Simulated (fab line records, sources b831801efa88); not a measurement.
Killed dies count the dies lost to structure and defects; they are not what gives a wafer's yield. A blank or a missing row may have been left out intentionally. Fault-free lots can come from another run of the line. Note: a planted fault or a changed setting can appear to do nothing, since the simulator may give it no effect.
Tool commonality check + flow gf180mcu + 14 lots, 42 wafers sampled

THE REASON FOR OPENING IT
At GF_MVPSD_TW_MEAS_11 the reading MVPSD_TW is flagged on 2 of 14 lots. Wafers without a fault read 554, standard deviation 5.4.
Rule: flag the lot when none of its wafers has a number, or when each of its wafers that has one lies beyond 4 standard deviations from that mean. The rest of the lots are taken to be sound.

| lot  | measured     | on           | MVPSD_TW, wafer by wafer | flag    |
|------|--------------|--------------|--------------------------|---------|
| L249 | day 5 02:30  | filmMetro-04 | 549 547 548              |         |
| L250 | day 5 06:30  | filmMetro-03 | 555 558 555              |         |
| L251 | day 5 12:13  | filmMetro-01 | 556 558 554              |         |
| L252 | day 5 17:51  | filmMetro-03 | 558 560 556              |         |
| L254 | day 6 05:49  | filmMetro-04 | 552 555 551              |         |
| L257 | day 7 00:52  | filmMetro-03 | 556 558 557              |         |
| L258 | day 7 05:31  | filmMetro-04 | 548 549 548              |         |
| L259 | day 7 12:37  | filmMetro-01 | 557 560 555              |         |
| L260 | day 7 19:27  | filmMetro-01 | 558 555 559              |         |
| L265 | day 9 00:39  | filmMetro-04 | 30 30 30                 | FLAGGED |
| L267 | day 9 13:13  | filmMetro-04 | 30 30 30                 | FLAGGED |
| L268 | day 9 18:43  | filmMetro-01 | 557 556 555              |         |
| L269 | day 10 02:25 | filmMetro-01 | 560 558 560              |         |
| L270 | day 10 05:06 | filmMetro-01 | 561 560 559              |         |
The numbers of the flagged lots are 30 on average: -524 against the usual, or -97 standard deviations.

LOT BY LOT: THE TOOL USED
The record holds 1 process step before the reading, out of a route of 602 steps. Each cell gives the tool, then ch followed by the chambers the sampled wafers passed through, then the start.
| lot  | flag    | GF_MVPSD_DEVELOP_06              |
|------|---------|----------------------------------|
| L249 |         | lithoTrack-01 ch 0, day 5 01:00  |
| L250 |         | lithoTrack-04 ch 0, day 5 05:00  |
| L251 |         | lithoTrack-03 ch 0, day 5 11:00  |
| L252 |         | lithoTrack-01 ch 0, day 5 17:00  |
| L254 |         | lithoTrack-03 ch 0, day 6 05:00  |
| L257 |         | lithoTrack-04 ch 0, day 7 00:00  |
| L258 |         | lithoTrack-04 ch 0, day 7 04:00  |
| L259 |         | lithoTrack-03 ch 0, day 7 12:00  |
| L260 |         | lithoTrack-01 ch 0, day 7 18:00  |
| L265 | FLAGGED | lithoTrack-04 ch 0, day 9 00:00  |
| L267 | FLAGGED | lithoTrack-04 ch 0, day 9 12:00  |
| L268 |         | lithoTrack-01 ch 0, day 9 18:00  |
| L269 |         | lithoTrack-03 ch 0, day 10 01:00 |
| L270 |         | lithoTrack-01 ch 0, day 10 04:00 |
These steps, and what they do:
- GF_MVPSD_DEVELOP_06: develop time 60 s.
- GF_MVPSD_TW_MEAS_11

FLAGGED OVER TOTAL, TOOL BY TOOL (the gauges that took the reading come last)
| step                | tool          | lots run | flagged | share of the flagged lots | sound lots run after its first flagged lot |
|---------------------|---------------|----------|---------|---------------------------|--------------------------------------------|
| GF_MVPSD_DEVELOP_06 | lithoTrack-01 | 5        | 0       | none                      | -                                          |
| GF_MVPSD_DEVELOP_06 | lithoTrack-03 | 4        | 0       | none                      | -                                          |
| GF_MVPSD_DEVELOP_06 | lithoTrack-04 | 5        | 2       | all                       | 0                                          |
| GF_MVPSD_TW_MEAS_11 | filmMetro-01  | 6        | 0       | none                      | -                                          |
| GF_MVPSD_TW_MEAS_11 | filmMetro-03  | 3        | 0       | none                      | -                                          |
| GF_MVPSD_TW_MEAS_11 | filmMetro-04  | 5        | 2       | all                       | 0                                          |

WHAT THE TABLE ALLOWS
In 2 table rows, all flagged lots were run: lithoTrack-04 (GF_MVPSD_DEVELOP_06), filmMetro-04 (GF_MVPSD_TW_MEAS_11).
- lithoTrack-04 at GF_MVPSD_DEVELOP_06 ran 5 lots, 2 of them flagged. Its last sound lot is L258 (day 7 04:00), its first flagged lot L265 (day 9 00:00): a fault that began between those two fits.
- filmMetro-04 at GF_MVPSD_TW_MEAS_11 ran 5 lots, 2 of them flagged. Its last sound lot is L258 (day 7 05:31), its first flagged lot L265 (day 9 00:39): a fault that began between those two fits.
These 2 tools cannot be told apart by counting lots, since each of them fits a fault that started at some hour. More lots, or a look at what each step does to the wafer, might.

WHAT THE SIMULATOR HAD PUT IN
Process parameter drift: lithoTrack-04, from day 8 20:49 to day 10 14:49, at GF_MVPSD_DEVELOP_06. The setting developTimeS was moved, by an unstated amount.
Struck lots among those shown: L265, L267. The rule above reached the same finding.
